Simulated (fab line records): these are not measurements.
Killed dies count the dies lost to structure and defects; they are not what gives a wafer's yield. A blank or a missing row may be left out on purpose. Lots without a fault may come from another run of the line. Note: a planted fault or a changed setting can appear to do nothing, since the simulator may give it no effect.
Which tool did it?    flow gf180mcu    42 wafers from 14 lots sampled at 3 of the route's 602 steps

## WHAT EACH GAUGE READ, for each wafer
GF_TOP_METAL_RS_MEAS_05: uses a four-point probe to measure. Usual: TOP_METAL_ALCU_RS gives 0.0327 ohm/sq (standard deviation 0.00041).
lot   measured      on            TOP_METAL_ALCU_RS (ohm/sq)  flag
L399  day 27 12:33  filmMetro-04  0.0324 0.0327 0.0325        
L400  day 27 18:11  filmMetro-04  0.0327 0.0330 0.0327        
L402  day 28 08:44  filmMetro-01  0.0325 0.0322 0.0314        
L404  day 29 01:09  filmMetro-02  0.0325 0.0328 0.0331        
L405  day 29 04:42  filmMetro-01  0.0324 0.0332 0.0326        
L406  day 29 17:23  filmMetro-01  0.0322 0.0327 0.0325        
L407  day 30 00:20  filmMetro-01  0.0328 0.0324 0.0322        
L408  day 30 10:19  filmMetro-02  0.0329 0.0325 0.0323        
L409  day 30 16:22  filmMetro-01  0.0331 0.0325 0.0332        
L411  day 31 00:14  filmMetro-04  0.0330 0.0330 0.0327        
L413  day 31 21:01  filmMetro-02  0.0326 0.0326 0.0328        
L415  day 32 02:50  filmMetro-04  0.0331 0.0330 0.0330        

## EACH LOT AND THE TOOL THAT RAN IT (in order: tool; ch and the chambers of the sampled wafers; start)
lot   GF_V5_SPUTTER_21             GF_V5_CVD_23
L399  pvdSputter-02, day 27 11:38  cvdW-01 ch 0,1, day 27 11:44
L400  pvdSputter-02, day 27 17:15  cvdW-01 ch 0,1, day 27 17:21
L402  pvdSputter-02, day 28 07:49  cvdW-02 ch 0,1, day 28 07:55
L404  pvdSputter-02, day 29 00:11  cvdW-01 ch 0,1, day 29 00:19
L405  pvdSputter-01, day 29 03:40  cvdW-02 ch 0,1, day 29 03:46
L406  pvdSputter-04, day 29 16:27  cvdW-01 ch 0, day 29 16:33
L407  pvdSputter-02, day 29 23:25  cvdW-01 ch 0,1, day 29 23:31
L408  pvdSputter-04, day 30 09:24  cvdW-02 ch 0,1, day 30 09:30
L409  pvdSputter-01, day 30 15:26  cvdW-01 ch 0,1, day 30 15:32
L411  pvdSputter-01, day 30 23:20  cvdW-02 ch 0,1, day 30 23:26
L413  pvdSputter-01, day 31 20:06  cvdW-01 ch 0,1, day 31 20:12
L415  pvdSputter-04, day 32 01:54  cvdW-02 ch 0,1, day 32 02:00
L417  pvdSputter-02, day 32 16:33  cvdW-01 ch 0,1, day 32 16:39
L418  pvdSputter-02, day 32 20:35  cvdW-02 ch 0,1, day 32 20:43
- GF_V5_SPUTTER_21: material Ti, target thk 15 nm, time 80.02 s.
- GF_V5_CVD_23: deposits W, target thk 350 nm, time 104.9 s.

## WHAT THE TOOLS THEMSELVES READ (means of the sampled wafers that have a number; where no wafer has one, the mark that the record gives instead)
GF_V5_SPUTTER_21. Usual: cathodeDcPowerW 2500.0 W, standard deviation 0.5; chamberPressurePa 5.001 Pa, standard deviation 0.0095; throttleValvePct 29.5 %, standard deviation 0.87.
lot   tool           cathodeDcPowerW (W)  chamberPressurePa (Pa)  throttleValvePct (%)  flag
L399  pvdSputter-02  2499.9               5.007                   29.0                  
L400  pvdSputter-02  2499.7               5.002                   29.8                  
L402  pvdSputter-02  2499.9               5.008                   29.7                  
L404  pvdSputter-02  2500.5               5.001                   29.1                  
L405  pvdSputter-01  2499.7               5.006                   30.9                  
L406  pvdSputter-04  2500.3               4.991                   29.1                  
L407  pvdSputter-02  2499.6               5.007                   29.7                  
L408  pvdSputter-04  2500.2               4.996                   29.2                  
L409  pvdSputter-01  2500.5               4.994                   30.3                  
L411  pvdSputter-01  2499.8               5.000                   30.3                  
L413  pvdSputter-01  2500.0               5.001                   30.3                  
L415  pvdSputter-04  2500.3               5.002                   29.4                  
L417  pvdSputter-02  -                    -                       -                     OFF
L418  pvdSputter-02  -                    -                       -                     OFF

GF_V5_CVD_23. Usual: heaterPowerW at 905 W, with a standard deviation of 66.
lot   tool     heaterPowerW (W)  flag
L399  cvdW-01  890               
L400  cvdW-01  933               
L402  cvdW-02  891               
L404  cvdW-01  896               
L405  cvdW-02  911               
L406  cvdW-01  961               
L407  cvdW-01  909               
L408  cvdW-02  837               
L409  cvdW-01  904               
L411  cvdW-02  839               
L413  cvdW-01  916               
L415  cvdW-02  898               
L417  cvdW-01  911               
L418  cvdW-02  912               

## THE ANSWER, worked out from the rows above alone
Rule: take the mean of a lot's wafers that have a number; if it is more than 3 standard deviations from the usual mean, the lot is off. Also off: a lot with no number at a reading for which 4 or more lots have one. Where the step has rows for the other lots, those lots are counted as sound. Order of review: gauges by route order, followed by the tools' own readings, for which a lot's mean as printed above is used. At the first step where some lot is off, the reading lying furthest off is the one used; lots without a number count as furthest.
Off, at GF_V5_SPUTTER_21 on cathodeDcPowerW: L417, L418. Without a number there: L417, L418.
A tool fits if, at that step or a process step before it, it ran every lot that is off, and no sound lot after the first of them. One candidate fits, namely pvdSputter-02 at GF_V5_SPUTTER_21. Its last sound lot is L407 (day 29 23:25), its first lot that is off L417 (day 32 16:33): a fault that began between those two fits.
Blank at GF_V5_SPUTTER_21 on the lots that are off, where sound lots have numbers: cathodeDcPowerW, chamberPressurePa, throttleValvePct.

## WHAT THE SIMULATOR HAD PUT IN
Skipped step whole: pvdSputter-02, from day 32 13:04 on, at GF_V5_SPUTTER_21. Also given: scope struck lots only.
Struck lots among those shown: L417, L418. The rule given above showed the same thing.
